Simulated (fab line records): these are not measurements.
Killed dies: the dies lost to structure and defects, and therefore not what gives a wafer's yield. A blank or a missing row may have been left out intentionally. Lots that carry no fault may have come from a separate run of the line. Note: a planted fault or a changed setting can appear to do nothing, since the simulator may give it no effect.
One fault seen from 2 desks | flow gf180mcu | only its own numbers are on each desk; what lay behind them is given at the end

FOR THE TOOL OWNER'S DESK: pvd_sputter-04
The tool's own readings at GF_M1_SPUTTER_00 (material Ti, target thk 37.5 nm, time 150 s): means of the sampled wafers that have a number, for each lot that ran on this tool. Any lot whose mean is over 4 standard deviations away from the usual mean is out of limits and marked OUT; that distance is given in the brackets.
Columns: A = throttle_valve_pct at GF_M1_SPUTTER_00, usual 29.9 %
lot  | first seen here | A
L231 | day 19 10:03    | 29.4
L242 | day 23 00:03    | 29.1
Finding of this desk: none of the 2 lots has anything out of limits.

AT THE METROLOGY DESK
What the gauges read, lot by lot, whatever tool the lot ran on: means of the sampled wafers that have a number. Any lot whose mean is over 4 standard deviations away from the usual mean is out of limits and marked OUT; that distance is given in the brackets.
Columns: A = CONTACT_W_RS at GF_CONTACT_RS_MEAS_25, usual 0.384 ohm/sq; B = CONTACT_W_THK at GF_CONTACT_THK_MEAS_26, usual 297 nm
lot  | first seen here | A     | B
L225 | day 16 23:31    | 0.388 | 292
L231 | day 19 09:35    | 0.384 | 300
L233 | day 19 22:21    | 0.377 | 301
L235 | day 20 11:58    | 0.380 | 303
L242 | day 22 23:34    | 0.388 | 291
Finding of this desk: none of the 5 lots has anything out of limits.

TAKEN TOGETHER
The desk of the tool owner found nothing out of limits.
Metrology desk: nothing out of limits seen.

WHAT HAD BEEN PUT IN BY THE SIMULATOR
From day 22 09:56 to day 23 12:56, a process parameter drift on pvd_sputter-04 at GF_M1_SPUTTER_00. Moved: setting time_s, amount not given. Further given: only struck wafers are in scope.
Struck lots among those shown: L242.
